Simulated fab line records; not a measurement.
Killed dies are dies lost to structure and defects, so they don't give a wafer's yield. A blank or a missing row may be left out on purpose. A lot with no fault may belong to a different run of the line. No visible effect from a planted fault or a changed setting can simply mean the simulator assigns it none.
A lot that was struck, set against a sound lot -- flow gf180mcu -- 28 steps out of a route of 602
Sound: wafers L584.3, L584.4, L584.5. Struck: wafer L588.3 (left out: L588.2, L588.5 of the same lot, which were not struck); the cause appears at the end.
Per side, at each step with rows, come the tool, then ch with its chambers, and then its first start. Under that, the readings that differ: sound wafers -- struck wafers -- difference of the means -- sigmas: that difference in standard deviations of wafers without a fault.
alike: readings whose means differ by less than 2 such deviations, and words and numbers that are the same on both sides. not compared: withheld readings, readings that some wafer has no value for, bounds like >300 that may hide the same value, and numbers for which the record gives no deviation and whose values overlap.
The two part at a step that has a row with sigmas, a row that says differs or no value, or rows on one side only. Non-overlapping numbers with no deviation appear without sigmas and do not part them. A reading that every wafer of one side lacks parts them only if that side has two wafers or more.

first, 8 steps without rows for these wafers: GF_M5_DEVELOP_06 (develop time 60 s); GF_M5_ETCH_09 (etches Si3N4 in CF4/O2, target depth 52 nm, time 11.6 s); GF_M5_METAL_ETCH_10 (etches the open film in Cl2/BCl3, stops on SiO2, target depth 750.8 nm, time 125.1 s); GF_M5_STRIP_11 (strips in O2/N2); GF_M5_STRIP_12 (strips in post etch residue remover, time 1200 s); GF_M5_CLEAN_13 (cleans in DIW); GF_V5_CVD_00 (deposits SiO2, target thk 300 nm, time 50 s); GF_V5_CVD_02 (deposits SiO2 from TEOS, target thk 1450 nm, time 163.28 s).
GF_V5_CMP_04: polishes SiO2.
  sound on cmp-02 ch 2,3, day 26 08:29; struck on cmp-02 ch 0, day 27 20:08
reading,sound,struck,difference,sigmas
model.SiO2_of_V5_CVD_02.thk nm (nm),857.6 855.4 857.3,1058,+201,
  alike: motor current A
then, 9 steps without rows for these wafers: GF_V5_DEHYDRATE_06 (time 60 s); GF_V5_HMDS_07 (prime time 60 s); GF_V5_COAT_08; GF_V5_COAT_09 (resist thk 1000 nm); GF_V5_SOFTBAKE_10 (time 60 s); GF_V5_EXPOSE_11 (exposes mask Via5, target cd 260 nm); GF_V5_PEB_12 (peb time 90 s); GF_V5_DEVELOP_13 (develop time 60 s); GF_V5_ETCH_16 (etches BARC in N2/H2).
GF_V5_ETCH_17: etches SiO2 in C4F8/O2/Ar, stops on TiN, target depth 855 nm.
  sound on rie diel-03 ch 1,3; struck on rie diel-04 ch 2
reading,sound,struck,difference,sigmas
oes product au (a.u.),0.859 0.855 0.869,0.974,+0.113,+24
model.etch.depth nm (nm),857.6 855.4 857.3,1058,+201,
model.V5.feature depth nm (nm),857.6 855.4 857.3,1058,+201,
then, 6 steps without rows for these wafers: GF_V5_STRIP_18 (strips in O2/N2); GF_V5_STRIP_19 (strips in post etch residue remover, time 1200 s); GF_V5_CLEAN_20 (cleans in DIW); GF_V5_SPUTTER_21 (material Ti, target thk 15 nm, time 80.02 s); GF_V5_SPUTTER_22 (material TiN, target thk 10 nm, time 40 s); GF_V5_CVD_23 (deposits W, target thk 350 nm, time 104.9 s).
GF_V5_CMP_26: polishes, stops on SiO2, t overpolish 15 s, target thk 0 nm.
  sound on cmp-02 ch 2,3, day 27 07:21; struck on cmp-02 ch 0, day 28 17:10
reading,sound,struck,difference,sigmas
model.SiO2_of_V5_CVD_02.thk nm (nm),853.8 851.7 853.5,1054,+201,
  alike: motor current A
then, 1 step without rows for these wafers: GF_TOP_METAL_SPUTTER_00 (material Ti, target thk 37.5 nm, time 150 s).
GF_PASSIVATION_PROBE_99:
  sound on prober-02 at day 29 01:20; struck on prober-02 at day 30 11:02
reading,sound,struck,difference,sigmas
model.etest.tester.sort n pass,444 447 441,408,-36,
model.etest.tester.sort_bin_5_pct (%),6.707 4.675 6.301,13.21,+7.32,
model.etest.tester.sort yield pct (%),90.24 90.85 89.63,82.93,-7.31,
model.etest.via5 chain.rc ohm,6.912 6.662 6.778,9.045,+2.261,
model.etest.tester.sort_bin_8_pct (%),0 0 0,1.237e-06,+1.237e-06,

## WHERE THEY PART
GF_V5_ETCH_17 only, going by this record. Later steps at which nothing parts them and some readings are alike: GF_V5_CMP_26.

WHY: whatever the simulator had introduced
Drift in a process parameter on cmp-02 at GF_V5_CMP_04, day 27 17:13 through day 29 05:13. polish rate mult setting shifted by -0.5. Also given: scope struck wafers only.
